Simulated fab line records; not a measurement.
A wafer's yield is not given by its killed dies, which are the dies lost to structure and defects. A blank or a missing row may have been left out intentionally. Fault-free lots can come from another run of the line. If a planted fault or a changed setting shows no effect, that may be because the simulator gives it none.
A struck lot beside a sound one	flow sky130	26 steps out of a route of 708
Sound: these wafers, L301.2, L301.3, L301.5. Struck: wafers L310.2, L310.3, L310.6. The cause is named last.
Order at every step that has rows: each side's tool, ch and its chambers, its first start. Under that, the readings that differ: sound wafers	struck wafers	difference of the means	sigmas: that difference in standard deviations of wafers without a fault.
alike: readings whose means differ by less than 2 such deviations, and words and numbers that are the same on both sides. not compared: withheld readings, readings that some wafer has no value for, bounds like >300 that may hide the same value, and numbers for which the record gives no deviation and whose values overlap.
A row with sigmas, a row that says differs or no value, or rows on one side alone: a step with any of these is where the two part. When numbers do not overlap yet have no deviation, they are printed without sigmas and do not part them. Lack of a reading on every wafer of one side parts them only where that side has two or more wafers.

SKY_LDD_N_STRIP_16: strips in O2/N2.
  sound on plasma asher-03 ch 0,1, day 18 19:14; struck on plasma asher-01 ch 0,1, day 22 06:32
  alike: drypump motor current A, oes product au, strip time to endpoint s
  not compared: rf hours counter h
SKY_LDD_N_TW_MEAS_17:
  sound on film metro-01, day 18 19:20; struck on film metro-01, day 22 06:38
  alike: LDD_N_TW
then, 7 steps without rows for these wafers: SKY_LDD_P_DEHYDRATE_00 (time 60 s); SKY_LDD_P_HMDS_01 (prime time 60 s); SKY_LDD_P_COAT_02 (resist thk 1140 nm); SKY_LDD_P_SOFTBAKE_03 (time 60 s); SKY_LDD_P_EXPOSE_04 (exposes mask PSDM, target cd 380 nm); SKY_LDD_P_PEB_05; SKY_LDD_P_DEVELOP_06 (develop time 60 s).
SKY_LDD_P_CD_MEAS_07: target cd 380 nm.
  sound on cd sem-01, day 20 01:51; struck on cd sem-02, day 23 13:13
  alike: cd nm
SKY_LDD_P_OVL_MEAS_08:
  sound on overlay-01, day 20 01:57; struck on overlay-01, day 23 13:19
  alike: LDD_P_OVL
then, 1 step without rows for these wafers: SKY_LDD_P_IMPLANT_09.
SKY_LDD_P_STRIP_10: strips in O2/N2.
  sound on plasma asher-02 ch 1, day 20 02:08; struck on plasma asher-04 ch 0,1, day 23 13:30
reading	sound	struck	difference	sigmas
oes product au (a.u.)	0.707 0.716 0.715	0.953 0.933 0.939	+0.229	+55
strip time to endpoint s (s)	14.23 14.16 14.19	- - -	no value on the struck wafers	
model.NOVOLAK_of_LDD_P_COAT_02.thk nm (nm)	0 0 0	363.2 363.9 364.1	+363.7	
  alike: drypump motor current A
  not compared: rf hours counter h
SKY_LDD_P_TW_MEAS_11:
  sound on film metro-02, day 20 02:14; struck on film metro-02, day 23 13:37
  alike: LDD_P_TW
then, 7 steps without rows for these wafers: SKY_LDD_HVN_DEHYDRATE_00 (time 60 s); SKY_LDD_HVN_HMDS_01 (prime time 60 s); SKY_LDD_HVN_COAT_02 (resist thk 300 nm); SKY_LDD_HVN_SOFTBAKE_03 (time 60 s); SKY_LDD_HVN_EXPOSE_04 (exposes mask HVNTM, target cd 700 nm); SKY_LDD_HVN_PEB_05; SKY_LDD_HVN_DEVELOP_06 (develop time 60 s).
SKY_LDD_HVN_OVL_MEAS_07:
  sound on overlay-02, day 21 08:19; struck on overlay-02, day 24 19:20
  alike: LDD_HVN_OVL
then, 1 step without rows for these wafers: SKY_LDD_HVN_IMPLANT_08.
SKY_LDD_HVN_STRIP_09: strips in O2/N2.
  sound on plasma asher-03 ch 0,1, day 21 08:29; struck on plasma asher-03 ch 0,1, day 24 19:31
reading	sound	struck	difference	sigmas
oes product au (a.u.)	0.414 0.411 0.405	0.646 0.651 0.648	+0.238	+52
strip time to endpoint s (s)	4.145 4.155 4.142	9.940 9.965 9.956	+5.806	+99 or more
  alike: drypump motor current A
  not compared: rf hours counter h
SKY_LDD_HVN_TW_MEAS_10:
  sound on film metro-04, day 21 08:36; struck on film metro-04, day 24 19:51
reading	sound	struck	difference	sigmas
LDD_HVN_TW	1442 1429 1430	30 30 30	-1404	-99 or more
  not compared: hold
SKY_PAD_OPEN_PROBE_99:
  the record holds rows for the sound wafers here (prober-01, day 46 12:58) but none for the struck ones

## WHERE THEY PART
Earliest at SKY_LDD_P_STRIP_10; latest, in this record, at SKY_PAD_OPEN_PROBE_99.

WHY: the cause the simulator had injected
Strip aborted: plasma asher-04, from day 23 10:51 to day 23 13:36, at SKY_LDD_P_STRIP_10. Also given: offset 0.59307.
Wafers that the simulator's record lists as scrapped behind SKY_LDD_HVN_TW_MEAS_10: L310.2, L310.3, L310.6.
